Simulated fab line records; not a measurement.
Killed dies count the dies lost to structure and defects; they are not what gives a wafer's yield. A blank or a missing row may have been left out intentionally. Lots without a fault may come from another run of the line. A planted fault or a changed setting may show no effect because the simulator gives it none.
fab line records + flow sfq-line
record
- lots=14
- wafers=42
- last-day=93
route steps=325 shown I0@44 M2@101 I3@134
lots untouched by any fault: they come from a run of this same line in which no faults occurred
start-h: hours from the record's opening day to when the first of the lot's shown wafers began + wait-h: time in hours since the lot's previous step + " as in the row above + L1.1+2: a single row standing in for several wafers + - value missing, or start not given + * or withheld: withheld + < > ~ a bound
route shown NAME@n: names a module that has steps shown in the file, with the first one's number in the route + usual: the fault-free wafers' mean and standard deviation + same: alike in all rows + chamber/n: place in a boat + sites: the reading at each site + _std_site: standard deviation across them + _edge_site: the outer-site mean with the inner-site mean subtracted + radius-mm: for every site, how far away it sits from the centre of the wafer + mask NAME#n: copy n + behind: the tool/chamber that last shaped the wafer + hold: reason for holding the lot/hours on hold/outcome of the hold + device: the n, p or np transistor that did not switch + end of line: the tests these same wafers got at the end of their route + step lacking rows: just its recipe + killed: dies lost to structure and defects at the first sort, not the wafer's yield + map: dies across one wafer; x = killed, . = not, _ = none there
set.NAME: the setting as run; set.NAME@STEP: as run at that earlier step + model.NAME: the simulator's own value behind a step, which no gauge read
one table for each step of the route and one row for each wafer, over a sample of lots
services: when a tool's chamber went out of use (start-h, in hours from the record's first day, below 0 if earlier), for how many hours, and the reason
## steps
# step SFQ_TRILAYER_I0_CMP_CMP_028
# recipe
- material=SiO2
- down-force-psi=3
- platen-rpm=60
- pad-velocity-m-s=0.94248
# usual
- motor-current-A=10.5/1.2
- time-to-endpoint-s=216/6.7
| lot.wafer | tool   | chamber | start-h | wait-h | motor-current-A | time-to-endpoint-s |
|-----------|--------|---------|---------|--------|-----------------|--------------------|
| L279.3    | cmp-02 | 3       | 225.05  | 0.5    | 9.3             | 223                |
| L279.2    | "      | 0       | "       | "      | 11.9            | 224                |
| L279.6    | "      | 3       | 227.05  | 2.5    | 9.8             | 218                |
| L280.4    | cmp-01 | 2       | 228.66  | 0.0    | 11.3            | 225                |
| L280.1    | "      | 0       | 229.66  | 1.0    | 10.8            | 217                |
| L280.3    | "      | 1       | "       | "      | 10.6            | 216                |
| L281.2    | cmp-02 | 1       | 239.44  | 0.5    | 9.5             | 207                |
| L281.3    | "      | 2       | "       | "      | 10.2            | 212                |
| L281.6    | "      | 0       | 240.94  | 2.0    | 12.5            | 217                |
| L283.4    | cmp-01 | 0       | 255.26  | 3.5    | 11.5            | 212                |
| L283.5    | "      | 3       | 256.76  | 5.0    | 8.6             | 217                |
| L283.6    | "      | 0       | "       | "      | 11.8            | 215                |
| L284.4    | cmp-01 | 1       | 266.76  | 3.8    | 10.8            | 229                |
| L284.1    | "      | 2       | "       | "      | 10.7            | 215                |
| L284.3    | "      | 3       | "       | "      | 8.9             | 222                |
| L285.3    | cmp-02 | 0       | 277.58  | 3.9    | 12.3            | 219                |
| L285.4    | "      | 1       | "       | "      | 9.8             | 232                |
| L285.1    | "      | 3       | 279.08  | 5.4    | 9.8             | 214                |
| L286.2    | cmp-02 | 0       | 284.58  | 2.8    | 12.6            | 220                |
| L286.1    | "      | 1       | "       | "      | 9.4             | 227                |
| L286.5    | "      | 3       | 286.08  | 4.3    | 10.0            | 228                |
| L289.3    | cmp-02 | 2       | 303.17  | 1.0    | 10.1            | 216                |
| L289.2    | "      | 3       | "       | "      | 9.5             | 238                |
| L289.5    | "      | 0       | "       | "      | 12.4            | 226                |
| L291.4    | cmp-02 | 0       | 311.77  | 0.0    | 12.8            | 226                |
| L291.3    | "      | 1       | "       | "      | 9.5             | 213                |
| L291.2    | "      | 3       | 313.27  | 1.5    | 9.4             | 225                |
| L298.4    | cmp-02 | 0       | 398.87  | 0.0    | 12.4            | 216                |
| L298.6    | "      | 0       | 400.87  | 2.0    | 12.9            | 220                |
| L298.5    | "      | 1       | "       | "      | 9.8             | 219                |
| L299.4    | cmp-01 | 2       | 414.67  | 1.1    | 11.1            | 210                |
| L299.2    | "      | 3       | "       | "      | 8.9             | 216                |
| L299.5    | "      | 1       | 416.17  | 2.6    | 10.7            | 223                |
| L300.3    | cmp-02 | 1       | 426.91  | 0.6    | 9.7             | 219                |
| L300.2    | "      | 2       | "       | "      | 10.4            | 219                |
| L300.1    | "      | 3       | "       | "      | 10.8            | 217                |
| L301.1    | cmp-01 | 3       | 444.01  | 1.0    | 8.3             | 209                |
| L301.3    | "      | 0       | "       | "      | 10.8            | 208                |
| L301.6    | "      | 1       | "       | "      | 11.1            | 216                |
| L302.3    | cmp-02 | 0       | 452.20  | 0.0    | 12.6            | 211                |
| L302.1    | "      | 1       | "       | "      | 9.5             | 212                |
| L302.4    | "      | 3       | 453.70  | 1.5    | 10.1            | 217                |
# step SFQ_I0_BOW_MEAS_907
# recipe
- mode=bow
# usual
- I0_BOW=1/7.2
| lot.wafer | tool          | chamber | start-h | wait-h | I0_BOW[um] |
|-----------|---------------|---------|---------|--------|------------|
| L279.2    | film-metro-03 | -       | 227.57  | 1.5    | 3          |
| L279.3    | "             | -       | "       | "      | 1          |
| L279.6    | "             | -       | "       | "      | 1          |
| L280.1    | film-metro-02 | -       | 231.66  | 1.5    | -7         |
| L280.3    | "             | -       | "       | "      | 4          |
| L280.4    | "             | -       | "       | "      | 1          |
| L281.2    | film-metro-02 | -       | 241.96  | 2.0    | 11         |
| L281.3    | "             | -       | "       | "      | 0          |
| L281.6    | "             | -       | "       | "      | -14        |
| L283.4    | film-metro-03 | -       | 257.82  | 2.1    | 6          |
| L283.5    | "             | -       | "       | "      | 1          |
| L283.6    | "             | -       | "       | "      | 10         |
| L284.1    | film-metro-03 | -       | 269.76  | 2.0    | -7         |
| L284.3    | "             | -       | "       | "      | -3         |
| L284.4    | "             | -       | "       | "      | 4          |
| L285.1    | film-metro-04 | -       | 280.58  | 1.0    | 11         |
| L285.3    | "             | -       | "       | "      | 6          |
| L285.4    | "             | -       | "       | "      | -5         |
| L286.1    | film-metro-02 | -       | 286.58  | 1.0    | -6         |
| L286.2    | "             | -       | "       | "      | 7          |
| L286.5    | "             | -       | "       | "      | -4         |
| L289.2    | film-metro-03 | -       | 305.19  | 1.0    | 1          |
| L289.3    | "             | -       | "       | "      | 1          |
| L289.5    | "             | -       | "       | "      | -1         |
| L291.2    | film-metro-02 | -       | 314.79  | 1.0    | -4         |
| L291.3    | "             | -       | "       | "      | 11         |
| L291.4    | "             | -       | "       | "      | -2         |
| L298.4    | film-metro-04 | -       | 401.93  | 2.6    | -12        |
| L298.5    | "             | -       | "       | "      | -5         |
| L298.6    | "             | -       | "       | "      | -5         |
| L299.2    | film-metro-03 | -       | 416.69  | 1.0    | 7          |
| L299.4    | "             | -       | "       | "      | 19         |
| L299.5    | "             | -       | "       | "      | 1          |
| L300.1    | film-metro-03 | -       | 429.91  | 1.5    | -1         |
| L300.2    | "             | -       | "       | "      | 8          |
| L300.3    | "             | -       | "       | "      | 6          |
| L301.1    | film-metro-03 | -       | 446.01  | 1.5    | 2          |
| L301.3    | "             | -       | "       | "      | 7          |
| L301.6    | "             | -       | "       | "      | 10         |
| L302.1    | film-metro-04 | -       | 455.20  | 2.0    | 2          |
| L302.3    | "             | -       | "       | "      | 10         |
| L302.4    | "             | -       | "       | "      | 1          |
# step SFQ_TRILAYER_I0_METRO_MEASURE_029
# usual
- thk-nm=200.4/0.97
| lot.wafer | tool          | chamber | start-h | wait-h | thk-nm |
|-----------|---------------|---------|---------|--------|--------|
| L279.2    | film-metro-03 | -       | 227.87  | 0.3    | 201.3  |
| L279.3    | "             | -       | "       | "      | 201.5  |
| L279.6    | "             | -       | "       | "      | 201.0  |
| L280.1    | film-metro-02 | -       | 231.78  | 0.1    | 200.8  |
| L280.3    | "             | -       | "       | "      | 200.9  |
| L280.4    | "             | -       | "       | "      | 199.1  |
| L281.2    | film-metro-02 | -       | 242.26  | 0.3    | 199.8  |
| L281.3    | "             | -       | "       | "      | 200.7  |
| L281.6    | "             | -       | "       | "      | 200.1  |
| L283.4    | film-metro-03 | -       | 258.48  | 0.6    | 199.2  |
| L283.5    | "             | -       | "       | "      | 199.1  |
| L283.6    | "             | -       | "       | "      | 199.4  |
| L284.1    | film-metro-03 | -       | 269.88  | 0.1    | 200.9  |
| L284.3    | "             | -       | "       | "      | 202.1  |
| L284.4    | "             | -       | "       | "      | 201.3  |
| L285.1    | film-metro-04 | -       | 280.70  | 0.1    | 200.2  |
| L285.3    | "             | -       | "       | "      | 201.4  |
| L285.4    | "             | -       | "       | "      | 200.5  |
| L286.1    | film-metro-02 | -       | 286.70  | 0.1    | 201.0  |
| L286.2    | "             | -       | "       | "      | 199.8  |
| L286.5    | "             | -       | "       | "      | 199.5  |
| L289.2    | film-metro-03 | -       | 305.49  | 0.3    | 187.8  |
| L289.3    | "             | -       | "       | "      | 202.4  |
| L289.5    | "             | -       | "       | "      | 202.1  |
| L291.2    | film-metro-02 | -       | 315.09  | 0.3    | 184.4  |
| L291.3    | "             | -       | "       | "      | 201.0  |
| L291.4    | "             | -       | "       | "      | 185.9  |
| L298.4    | film-metro-04 | -       | 402.59  | 0.6    | 200.9  |
| L298.5    | "             | -       | "       | "      | 201.0  |
| L298.6    | "             | -       | "       | "      | 201.4  |
| L299.2    | film-metro-03 | -       | 416.99  | 0.3    | 201.1  |
| L299.4    | "             | -       | "       | "      | 200.4  |
| L299.5    | "             | -       | "       | "      | 201.4  |
| L300.1    | film-metro-03 | -       | 430.03  | 0.1    | 198.9  |
| L300.2    | "             | -       | "       | "      | 200.7  |
| L300.3    | "             | -       | "       | "      | 200.4  |
| L301.1    | film-metro-03 | -       | 446.13  | 0.1    | 199.1  |
| L301.3    | "             | -       | "       | "      | 198.5  |
| L301.6    | "             | -       | "       | "      | 200.0  |
| L302.1    | film-metro-04 | -       | 455.32  | 0.1    | 201.8  |
| L302.3    | "             | -       | "       | "      | 201.7  |
| L302.4    | "             | -       | "       | "      | 200.4  |
# step SFQ_TRILAYER_I0_VIA_ETCH_VIA_ETCH_034
# recipe
- target=SiO2
- stop-on=Nb
- mask-material=PR
- taper-deg=20
- chemistry=CHF3
- target-depth-nm=260
- source-w=500
- bias-w=80
- pressure-mtorr=30
- time-s=withheld
# usual
- drypump-motor-current-A=5.9/0.51
- oes-product-au=0.855/0.0045
| lot.wafer | tool        | chamber | start-h | wait-h | drypump-motor-current-A | oes-product-au |
|-----------|-------------|---------|---------|--------|-------------------------|----------------|
| L279.2    | rie-diel-03 | 3       | 333.57  | 0.0    | 4.9                     | 0.863          |
| L279.3    | "           | 0       | "       | "      | 5.7                     | 0.854          |
| L279.6    | "           | 0       | "       | "      | 5.7                     | 0.852          |
| L280.1    | rie-diel-03 | 2       | 338.82  | 0.0    | 6.3                     | 0.860          |
| L280.3    | "           | 3       | "       | "      | 4.9                     | 0.860          |
| L280.4    | "           | 2       | "       | "      | 6.3                     | 0.846          |
| L281.2    | rie-diel-01 | 3       | 354.42  | 0.0    | 6.6                     | 0.859          |
| L281.3    | "           | 0       | "       | "      | 5.8                     | 0.857          |
| L281.6    | "           | 0       | "       | "      | 5.8                     | 0.853          |
| L283.4    | rie-diel-01 | 2       | 364.14  | 0.0    | 5.1                     | 0.855          |
| L283.5    | "           | 1       | "       | "      | 6.2                     | 0.853          |
| L283.6    | "           | 0       | "       | "      | 5.8                     | 0.852          |
| L284.1    | rie-diel-02 | 1       | 379.87  | 0.0    | 5.8                     | 0.858          |
| L284.3    | "           | 3       | "       | "      | 6.1                     | 0.857          |
| L284.4    | "           | 2       | "       | "      | 5.6                     | 0.856          |
| L285.1    | rie-diel-02 | 0       | 408.69  | 0.0    | 6.2                     | 0.855          |
| L285.3    | "           | 0       | "       | "      | 6.2                     | 0.856          |
| L285.4    | "           | 1       | "       | "      | 5.8                     | 0.859          |
| L286.1    | rie-diel-02 | 2       | 419.47  | 0.0    | 5.6                     | 0.854          |
| L286.2    | "           | 3       | "       | "      | 6.1                     | 0.856          |
| L286.5    | "           | 0       | "       | "      | 6.2                     | 0.854          |
| L289.2    | rie-diel-01 | 1       | 451.57  | 0.0    | 6.2                     | 0.821          |
| L289.3    | "           | 0       | "       | "      | 5.8                     | 0.855          |
| L289.5    | "           | 2       | "       | "      | 5.1                     | 0.861          |
| L291.2    | rie-diel-01 | 2       | 460.50  | 0.0    | 5.1                     | 0.814          |
| L291.3    | "           | 0       | "       | "      | 5.8                     | 0.857          |
| L291.4    | "           | 3       | "       | "      | 6.6                     | 0.818          |
| L298.4    | rie-diel-01 | 3       | 567.96  | 0.0    | 6.6                     | 0.848          |
| L298.5    | "           | 0       | "       | "      | 5.8                     | 0.860          |
| L298.6    | "           | 3       | "       | "      | 6.6                     | 0.854          |
| L299.2    | rie-diel-03 | 2       | 584.76  | 0.0    | 6.3                     | 0.853          |
| L299.4    | "           | 1       | "       | "      | 5.7                     | 0.857          |
| L299.5    | "           | 1       | "       | "      | 5.7                     | 0.856          |
| L300.1    | rie-diel-01 | 0       | 591.43  | 0.0    | 5.8                     | 0.851          |
| L300.2    | "           | 3       | "       | "      | 6.6                     | 0.862          |
| L300.3    | "           | 2       | "       | "      | 5.1                     | 0.854          |
| L301.1    | rie-diel-01 | 3       | 603.56  | 0.0    | 6.6                     | 0.850          |
| L301.3    | "           | 1       | "       | "      | 6.2                     | 0.854          |
| L301.6    | "           | 1       | "       | "      | 6.2                     | 0.851          |
| L302.1    | rie-diel-01 | 1       | 619.48  | 0.0    | 6.2                     | 0.863          |
| L302.3    | "           | 2       | "       | "      | 5.1                     | 0.854          |
| L302.4    | "           | 0       | "       | "      | 5.8                     | 0.851          |
# step SFQ_TRILAYER_M2_STRIP_STRIP_061
# recipe
- gas=O2
- power-w=200
- platen-temp-c=40
- overash-fraction=0.65
- chemistry=O2
- pressure-mtorr=50
# usual
- drypump-motor-current-A=6.1/0.45
- oes-product-au=1.003/0.0067
| lot.wafer | tool         | chamber | start-h | wait-h | drypump-motor-current-A | oes-product-au | rf-hours-counter-h |
|-----------|--------------|---------|---------|--------|-------------------------|----------------|--------------------|
| L279.2    | rie-metal-02 | 1       | 653.24  | 0.1    | 6.8                     | 1.012          | 72                 |
| L279.3    | "            | 1       | "       | "      | 6.8                     | 0.997          | -                  |
| L279.6    | "            | 0       | "       | "      | 6.3                     | 0.990          | -                  |
| L280.1    | rie-metal-03 | 0       | 656.86  | 0.1    | 5.4                     | 1.002          | 128                |
| L280.3    | "            | 1       | "       | "      | 6.3                     | 1.011          | -                  |
| L280.4    | "            | 0       | "       | "      | 5.4                     | 1.001          | -                  |
| L281.2    | rie-metal-02 | 0       | 802.28  | 0.1    | 6.4                     | 0.998          | 42                 |
| L281.3    | "            | 1       | "       | "      | 6.8                     | 1.005          | -                  |
| L281.6    | "            | 0       | "       | "      | 6.4                     | 0.998          | -                  |
| L283.4    | rie-metal-04 | 0       | 821.68  | 0.2    | 5.7                     | 1.002          | -                  |
| L283.5    | "            | 0       | "       | "      | 5.6                     | 1.004          | -                  |
| L283.6    | "            | 1       | "       | "      | 6.3                     | 0.993          | -                  |
| L284.1    | rie-metal-03 | 1       | 833.48  | 0.1    | 6.3                     | 0.997          | 107                |
| L284.3    | "            | 1       | "       | "      | 6.3                     | 0.999          | -                  |
| L284.4    | "            | 0       | "       | "      | 5.4                     | 0.993          | -                  |
| L285.1    | rie-metal-02 | 0       | 864.81  | 0.1    | 6.4                     | 1.004          | 50                 |
| L285.3    | "            | 1       | "       | "      | 6.8                     | 1.005          | -                  |
| L285.4    | "            | 0       | "       | "      | 6.4                     | 0.999          | -                  |
| L286.1    | rie-metal-04 | 1       | 872.13  | 0.1    | 6.3                     | 0.991          | 16                 |
| L286.2    | "            | 0       | "       | "      | 5.7                     | 0.990          | 56                 |
| L286.5    | "            | 1       | "       | "      | 6.2                     | 0.998          | -                  |
| L289.2    | rie-metal-02 | 0       | 892.66  | 0.1    | 6.4                     | 1.008          | 54                 |
| L289.3    | "            | 0       | "       | "      | 6.4                     | 0.995          | -                  |
| L289.5    | "            | 0       | "       | "      | 6.4                     | 1.015          | -                  |
| L291.2    | rie-metal-04 | 1       | 897.46  | 0.1    | 6.3                     | 1.003          | 20                 |
| L291.3    | "            | 0       | "       | "      | 5.7                     | 1.008          | -                  |
| L291.4    | "            | 1       | "       | "      | 6.3                     | 1.005          | -                  |
| L298.4    | rie-metal-04 | 0       | 920.46  | 0.2    | 5.7                     | 0.996          | -                  |
| L298.5    | "            | 0       | "       | "      | 5.7                     | 0.995          | -                  |
| L298.6    | "            | 1       | "       | "      | 6.3                     | 0.994          | -                  |
| L299.2    | rie-metal-03 | 1       | 921.46  | 0.1    | 6.3                     | 0.998          | 118                |
| L299.4    | "            | 1       | "       | "      | 6.3                     | 1.003          | -                  |
| L299.5    | "            | 0       | "       | "      | 5.5                     | 1.006          | -                  |
| L300.1    | rie-metal-04 | 0       | 923.86  | 0.1    | 5.7                     | 1.015          | 63                 |
| L300.2    | "            | 1       | "       | "      | 6.3                     | 1.007          | 23                 |
| L300.3    | "            | 1       | "       | "      | 6.3                     | 1.016          | -                  |
| L301.1    | rie-metal-03 | 1       | 926.26  | 0.1    | 6.3                     | 1.004          | 119                |
| L301.3    | "            | 1       | "       | "      | 6.3                     | 1.000          | -                  |
| L301.6    | "            | 0       | "       | "      | 5.4                     | 1.004          | -                  |
| L302.1    | rie-metal-02 | 0       | 927.46  | 0.1    | 6.4                     | 0.998          | 58                 |
| L302.3    | "            | 1       | "       | "      | 6.8                     | 1.000          | -                  |
| L302.4    | "            | 0       | "       | "      | 6.4                     | 0.997          | -                  |
# step SFQ_TRILAYER_I3_CMP_CMP_082
# recipe
- material=SiO2
- down-force-psi=3
- platen-rpm=60
- pad-velocity-m-s=0.94248
# usual
- motor-current-A=10.5/1.3
- time-to-endpoint-s=216/6.7
| lot.wafer | tool   | chamber | start-h | wait-h | motor-current-A | time-to-endpoint-s |
|-----------|--------|---------|---------|--------|-----------------|--------------------|
| L279.2    | cmp-01 | 0       | 816.99  | 4.3    | 10.8            | 214                |
| L279.3    | "      | 1       | "       | "      | 11.2            | 216                |
| L279.6    | "      | 2       | "       | "      | 11.3            | 214                |
| L280.1    | cmp-02 | 0       | 831.01  | 3.9    | 13.0            | 215                |
| L280.3    | "      | 1       | "       | "      | 9.4             | 221                |
| L280.4    | "      | 3       | 832.51  | 5.4    | 10.8            | 224                |
| L281.3    | cmp-01 | 1       | 954.71  | 0.0    | 10.9            | 214                |
| L281.2    | "      | 3       | 955.71  | 1.0    | 8.8             | 210                |
| L281.6    | "      | 2       | 957.21  | 2.5    | 10.6            | 216                |
| L283.4    | cmp-01 | 1       | 973.21  | 0.5    | 11.0            | 223                |
| L283.6    | "      | 0       | 974.71  | 2.0    | 11.1            | 223                |
| L283.5    | "      | 1       | "       | "      | 11.3            | 223                |
| L284.4    | cmp-02 | 1       | 982.21  | 1.0    | 9.7             | 221                |
| L284.1    | "      | 2       | "       | "      | 9.8             | 220                |
| L284.3    | "      | 3       | "       | "      | 10.2            | 208                |
| L285.4    | cmp-01 | 3       | 982.41  | 0.0    | 8.6             | 224                |
| L285.3    | "      | 0       | "       | "      | 10.4            | 218                |
| L285.1    | "      | 2       | 983.91  | 1.5    | 11.6            | 206                |
| L286.2    | cmp-02 | 3       | 984.71  | 1.1    | 10.1            | 209                |
| L286.1    | "      | 0       | "       | "      | 12.7            | 203                |
| L286.5    | "      | 0       | 987.21  | 3.6    | 12.6            | 207                |
| L289.3    | cmp-02 | 1       | 1167.26 | 0.2    | 9.8             | 207                |
| L289.2    | "      | 2       | "       | "      | 10.0            | 215                |
| L289.5    | "      | 1       | 1169.26 | 2.2    | 9.4             | 212                |
| L291.4    | cmp-01 | 0       | 1173.16 | 2.5    | 10.5            | 214                |
| L291.2    | "      | 1       | "       | "      | 11.4            | 214                |
| L291.3    | "      | 2       | "       | "      | 10.9            | 202                |
| L298.4    | cmp-02 | 0       | 1198.54 | 4.0    | 12.8            | 229                |
| L298.6    | "      | 0       | 1200.54 | 6.0    | 13.0            | 228                |
| L298.5    | "      | 1       | "       | "      | 10.1            | 225                |
| L299.2    | cmp-02 | 0       | 1202.04 | 6.6    | 12.7            | 219                |
| L299.4    | "      | 2       | 1203.04 | 7.6    | 9.7             | 226                |
| L299.5    | "      | 0       | 1204.04 | 8.6    | 12.8            | 228                |
| L300.1    | cmp-02 | 3       | 1207.54 | 9.7    | 10.0            | 216                |
| L300.3    | "      | 1       | 1208.54 | 10.7   | 9.3             | 218                |
| L300.2    | "      | 2       | "       | "      | 9.7             | 219                |
| L301.1    | cmp-01 | 0       | 1208.56 | 9.2    | 11.2            | 209                |
| L301.3    | "      | 3       | 1210.06 | 10.7   | 9.0             | 211                |
| L301.6    | "      | 0       | "       | "      | 11.5            | 212                |
| L302.4    | cmp-02 | 1       | 1211.04 | 10.8   | 10.0            | 220                |
| L302.3    | "      | 2       | "       | "      | 10.2            | 227                |
| L302.1    | "      | 3       | "       | "      | 9.6             | 208                |
## services
| tool   | chamber | start-h | hours | kind   |
|--------|---------|---------|-------|--------|
| cmp-02 | -       | 210.49  | 0.5   | repair |
| cmp-01 | -       | 218.28  | 1.1   | repair |
| cmp-02 | -       | 232.06  | 4.0   | pm     |
| cmp-02 | -       | 261.66  | 0.3   | repair |
| cmp-01 | -       | 338.68  | 6.9   | pm     |
| cmp-01 | -       | 364.45  | 1.7   | repair |
| cmp-01 | -       | 391.55  | 0.3   | repair |
| cmp-02 | -       | 401.87  | 8.3   | pm     |
| cmp-02 | -       | 444.56  | 1.7   | repair |
| cmp-02 | -       | 471.42  | 1.6   | repair |
| cmp-02 | -       | 572.06  | 4.0   | pm     |
| cmp-02 | -       | 590.02  | 1.3   | repair |
| cmp-02 | -       | 661.74  | 3.5   | repair |
| cmp-02 | -       | 743.13  | 1.8   | repair |
| cmp-02 | -       | 769.70  | 3.6   | pm     |
| cmp-02 | -       | 773.71  | 7.0   | pm     |
| cmp-02 | -       | 812.70  | 2.1   | repair |
| cmp-02 | -       | 829.68  | 1.3   | repair |
| cmp-02 | -       | 912.06  | 4.0   | pm     |
| cmp-02 | -       | 954.95  | 6.7   | repair |
| cmp-02 | -       | 969.17  | 3.4   | repair |
| cmp-02 | -       | 1127.53 | 11.6  | pm     |
| cmp-02 | -       | 1139.15 | 5.8   | pm     |
| cmp-02 | -       | 1157.85 | 6.4   | pm     |
## key
first-sign
- step=SFQ_TRILAYER_I0_CMP_CMP_028
- reading=time-to-endpoint-s
- direction=up
- sigmas=2
- usual=*
- struck=*
effect
- step=SFQ_TRILAYER_I0_METRO_MEASURE_029
- reading=thk-nm
- direction=down
- sigmas=15
- usual=200.4
- struck=186.0
effect
- step=SFQ_TRILAYER_I0_VIA_ETCH_VIA_ETCH_034
- reading=oes-product-au
- direction=down
- sigmas=8.4
- usual=0.855
- struck=0.817
met-at SFQ_TRILAYER_I0_CMP_CMP_028
struck-lots L289,L291
struck-wafers L289.2,L291.2,L291.4
not-acting-at SFQ_I0_BOW_MEAS_907,SFQ_TRILAYER_M2_STRIP_STRIP_061,SFQ_TRILAYER_I3_CMP_CMP_082
onset-between 284.58 303.17
fault
- kind=process-parameter-drift
- tool=cmp-02
- chamber=-
- onset-h=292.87
- steps=SFQ_TRILAYER_I0_CMP_CMP_028
- channel=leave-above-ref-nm
- offset=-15
- shape=step
- end-h=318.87
- scope=struck-wafers-only
- acts-in=these-recipes-only
- stated=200
